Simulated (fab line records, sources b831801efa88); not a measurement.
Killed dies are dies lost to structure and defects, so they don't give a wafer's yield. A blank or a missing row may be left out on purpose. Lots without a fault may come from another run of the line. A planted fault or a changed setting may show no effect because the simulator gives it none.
One fault seen from 2 desks | flow gf180mcu | each desk has only its own numbers; what lay behind them comes last

THE TOOL OWNER'S DESK: rie_metal-03
The tool's own readings at GF_M2_METAL_ETCH_16 (etches the open film in Cl2/BCl3, stops on SiO2, target depth 627.5 nm, time 104.6 s): means of the sampled wafers that have a number, for each lot that ran on this tool. A lot is out of limits, marked OUT, if its mean lies more than 4 standard deviations from the usual mean; the brackets give that distance.
Columns: A = bcl3_flow_sccm at GF_M2_METAL_ETCH_16, usual 40.02 sccm; B = chamber_pressure_mTorr at GF_M2_METAL_ETCH_16, usual 8.000 mTorr; C = drypump_motor_current_A at GF_M2_METAL_ETCH_16, usual 5.42 A; D = oes_product_au at GF_M2_METAL_ETCH_16, usual 0.974 a.u.; E = throttle_valve_pct at GF_M2_METAL_ETCH_16, usual 28.247 %
lot  | first seen here | A     | B                       | C    | D     | E
L462 | day 21 18:04    | 39.96 | 8.007                   | 5.32 | 0.979 | 28.236
L468 | day 24 05:28    | 40.01 | 8.002                   | 5.32 | 0.975 | 28.249
L474 | day 26 02:19    | 40.12 | 9.599 (+99 or more) OUT | 5.39 | 0.983 | 28.235
L476 | day 26 09:37    | 40.02 | 9.597 (+99 or more) OUT | 5.31 | 0.967 | 28.246
This desk's finding: out of limits on L474, L476; first on L474, day 26 02:19 (chamber_pressure_mTorr at GF_M2_METAL_ETCH_16). In limits: L462, L468.

THE METROLOGY DESK
What the gauges read, lot by lot, whatever tool the lot ran on: means of the sampled wafers that have a number. A lot is out of limits, marked OUT, if its mean lies more than 4 standard deviations from the usual mean; the brackets give that distance.
Columns: A = M2_ALCU_RS at GF_M2_RS_MEAS_05, usual 0.0691 ohm/sq; B = M2_ALCU_THK at GF_M2_THK_MEAS_06, usual 444 nm; C = cd_nm at GF_M2_CD_MEAS_14, usual 280.4 nm; D = M2_OVL at GF_M2_OVL_MEAS_15, usual 2 nm
lot  | first seen here | A      | B   | C     | D
L462 | day 20 17:22    | 0.0687 | 449 | 280.3 | -2
L463 | day 21 01:42    | 0.0694 | 444 | 281.1 | 7
L467 | day 22 15:32    | 0.0694 | 440 | 279.6 | -1
L468 | day 23 06:45    | 0.0699 | 438 | 279.0 | 2
L474 | day 25 04:40    | 0.0682 | 449 | 279.0 | 0
L476 | day 25 12:41    | 0.0702 | 438 | 281.1 | -3
This desk's finding: nothing out of limits on any of the 6 lots.

PUT TOGETHER
The tool owner's desk could have raised an alarm at day 26 02:19, on L474, L476.
The metrology desk saw nothing out of limits.
The metrology desk has L474, L476 on record, within its limits.
Of the lots named, all ran GF_M2_METAL_ETCH_16 on rie_metal-03.

WHAT THE SIMULATOR HAD PUT IN
Process parameter drift: rie_metal-03, from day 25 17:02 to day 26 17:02, at GF_M2_METAL_ETCH_16. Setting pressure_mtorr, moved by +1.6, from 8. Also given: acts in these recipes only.
Lots struck among those shown: L474, L476.
Hours from the fault's start to each desk's first reading out of limits: the tool owner's desk, 9.
